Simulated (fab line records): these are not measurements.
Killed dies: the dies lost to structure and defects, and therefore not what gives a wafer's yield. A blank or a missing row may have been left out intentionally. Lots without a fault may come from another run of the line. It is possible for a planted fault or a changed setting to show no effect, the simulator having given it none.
Matching of chambers || flow sky130 || 4 sister chambers for SKY_VIA4_CMP_02 on cmp-01
The step polishes SiO2. 16 wafers are shown with their chamber, then 8 later ones without.

## EACH WAFER AND ITS CHAMBER
{"wafer": "L447.1", "chamber": 3, "motor-current-A (A)": 12.6}
{"wafer": "L447.4", "chamber": 1, "motor-current-A (A)": 10.6}
{"wafer": "L447.5", "chamber": 0, "motor-current-A (A)": 11.1}
{"wafer": "L450.2", "chamber": 2, "motor-current-A (A)": 14.6}
{"wafer": "L450.3", "chamber": 1, "motor-current-A (A)": 10.8}
{"wafer": "L450.4", "chamber": 0, "motor-current-A (A)": 10.5}
{"wafer": "L453.2", "chamber": 3, "motor-current-A (A)": 11.9}
{"wafer": "L453.3", "chamber": 1, "motor-current-A (A)": 11.1}
{"wafer": "L453.6", "chamber": 2, "motor-current-A (A)": 13.7}
{"wafer": "L457.1", "chamber": 3, "motor-current-A (A)": 12.4}
{"wafer": "L457.3", "chamber": 2, "motor-current-A (A)": 14.6}
{"wafer": "L457.5", "chamber": 3, "motor-current-A (A)": 12.7}
{"wafer": "L458.3", "chamber": 0, "motor-current-A (A)": 11.1}
{"wafer": "L458.5", "chamber": 0, "motor-current-A (A)": 12.2}
{"wafer": "L458.6", "chamber": 3, "motor-current-A (A)": 13.0}
{"wafer": "L459.1", "chamber": 3, "motor-current-A (A)": 12.4}

SIGNATURES (means of the wafers above)
{"reading": "motor-current-A", "chamber 0": 11.225, "chamber 1": 10.833, "chamber 2": 14.300, "chamber 3": 12.500, "scatter within a chamber": 0.488}
Rule: for a wafer and a chamber, the distance is found by dividing, reading by reading, the gap between the wafer's reading and the chamber's mean by the reading's scatter, squaring, summing and taking the root. If the next closest chamber is less than 2 further off than the closest, the wafer can't be placed; otherwise it belongs to the closest. The scatter is the square root of a quotient: the sum, over the shown wafers, of each reading's squared deviation from its chamber's mean, divided by wafers minus chambers.

## WAFERS WHOSE CHAMBER IS MISSING
{"wafer": "L459.2", "motor-current-A (A)": 10.9}
{"wafer": "L459.4", "motor-current-A (A)": 14.3}
{"wafer": "L468.1", "motor-current-A (A)": 11.4}
{"wafer": "L468.3", "motor-current-A (A)": 14.2}
{"wafer": "L468.5", "motor-current-A (A)": 10.7}
{"wafer": "L469.2", "motor-current-A (A)": 10.8}
{"wafer": "L469.3", "motor-current-A (A)": 12.3}
{"wafer": "L469.6", "motor-current-A (A)": 11.3}

## WHICH CHAMBER EACH WENT THROUGH
{"wafer": "L459.2", "from the rows above": "can't be placed: 1 or 0", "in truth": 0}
{"wafer": "L459.4", "from the rows above": 2, "in truth": 2}
{"wafer": "L468.1", "from the rows above": "can't be placed: 0 or 1 or 3", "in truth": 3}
{"wafer": "L468.3", "from the rows above": 2, "in truth": 2}
{"wafer": "L468.5", "from the rows above": "can't be placed: 1 or 0", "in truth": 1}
{"wafer": "L469.2", "from the rows above": "can't be placed: 1 or 0", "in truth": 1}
{"wafer": "L469.3", "from the rows above": "can't be placed: 3 or 0", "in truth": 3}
{"wafer": "L469.6", "from the rows above": "can't be placed: 0 or 1", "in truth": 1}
2 of 8 placed correctly. Not placeable from these rows: 6 (in 6, the candidates include the true chamber). Number placed wrongly: 0.
